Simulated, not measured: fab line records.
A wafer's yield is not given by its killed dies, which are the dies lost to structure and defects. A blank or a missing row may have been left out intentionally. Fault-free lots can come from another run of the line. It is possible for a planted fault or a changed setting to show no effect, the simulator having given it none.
The same fault as seen by 2 desks ; flow sky130 ; each desk has only its own numbers; what lay behind them comes last

THE METROLOGY DESK
What the gauges read, lot by lot, whatever tool the lot ran on: means of the sampled wafers that have a number. Any lot whose mean is over 4 standard deviations away from the usual mean is out of limits and marked OUT; that distance is given in the brackets. Readings shown: 7 of its 10, picked as those furthest out on some lot.
Columns: A = VT_ADJUST_LVTN_01_OVL at SKY_VT_ADJUST_LVTN_OVL_MEAS_18, usual -1.2 nm; B = VT_ADJUST_LVTN_2_TW at SKY_VT_ADJUST_LVTN_TW_MEAS_21, usual 186.9; C = cdNm at SKY_VT_ADJUST_NCORE_CD_MEAS_07, usual 380.1 nm; D = VT_ADJUST_NCORE_OVL at SKY_VT_ADJUST_NCORE_OVL_MEAS_08, usual -0.5 nm; E = cdNm at SKY_VT_ADJUST_HVTR_CD_MEAS_07, usual 380 nm; F = VT_ADJUST_HVTR_OVL at SKY_VT_ADJUST_HVTR_OVL_MEAS_08, usual -0.3 nm; G = VT_ADJUST_HVTR_TW at SKY_VT_ADJUST_HVTR_TW_MEAS_11, usual 208.7
lot;first seen here;A;B;C;D;E;F;G
L320;day 7 21:13;-0.3;188.3;379.0;-1.8;378;-0.4;210.2
L321;day 8 04:16;-3.2;181.3;380.8;-1.9;378;1.1;204.9
L322;day 8 10:38;-0.4;185.3;380.6;-2.0;384;0.6;208.2
L325;day 9 06:30;-0.1;186.4;381.4;1.6;386;-3.0;211.5
L331;day 11 02:34;-2.6;187.8;381.4;-1.7;381;-0.8;210.1
L338;day 12 20:49;-1.9;187.8;382.6;-0.1;379;-2.2;211.6
L339;day 13 07:47;0.0;188.9;375.0;-1.4;380;-0.4;206.7
Finding of this desk: none of the 7 lots has anything out of limits.

DESK OF THE TOOL OWNER: implanter-03
SKY_VT_ADJUST_LVTN_IMPLANT_19, tool's own readings: per-lot mean of the sampled wafers with a number, covering each lot this tool ran. Any lot whose mean is over 4 standard deviations away from the usual mean is out of limits and marked OUT; that distance is given in the brackets.
Columns: A = beamEnergyKeV at SKY_VT_ADJUST_LVTN_IMPLANT_19, usual 30.003
lot;first seen here;A
L320;day 8 17:56;29.998
L321;day 9 01:11;29.996
L322;day 9 07:08;30.003
L325;day 10 04:06;30.005
Finding of this desk: none of the 4 lots has anything out of limits.

PUT TOGETHER
The metrology desk saw nothing out of limits.
The desk of the tool owner found nothing out of limits.

WHAT THE SIMULATOR HAD INSERTED
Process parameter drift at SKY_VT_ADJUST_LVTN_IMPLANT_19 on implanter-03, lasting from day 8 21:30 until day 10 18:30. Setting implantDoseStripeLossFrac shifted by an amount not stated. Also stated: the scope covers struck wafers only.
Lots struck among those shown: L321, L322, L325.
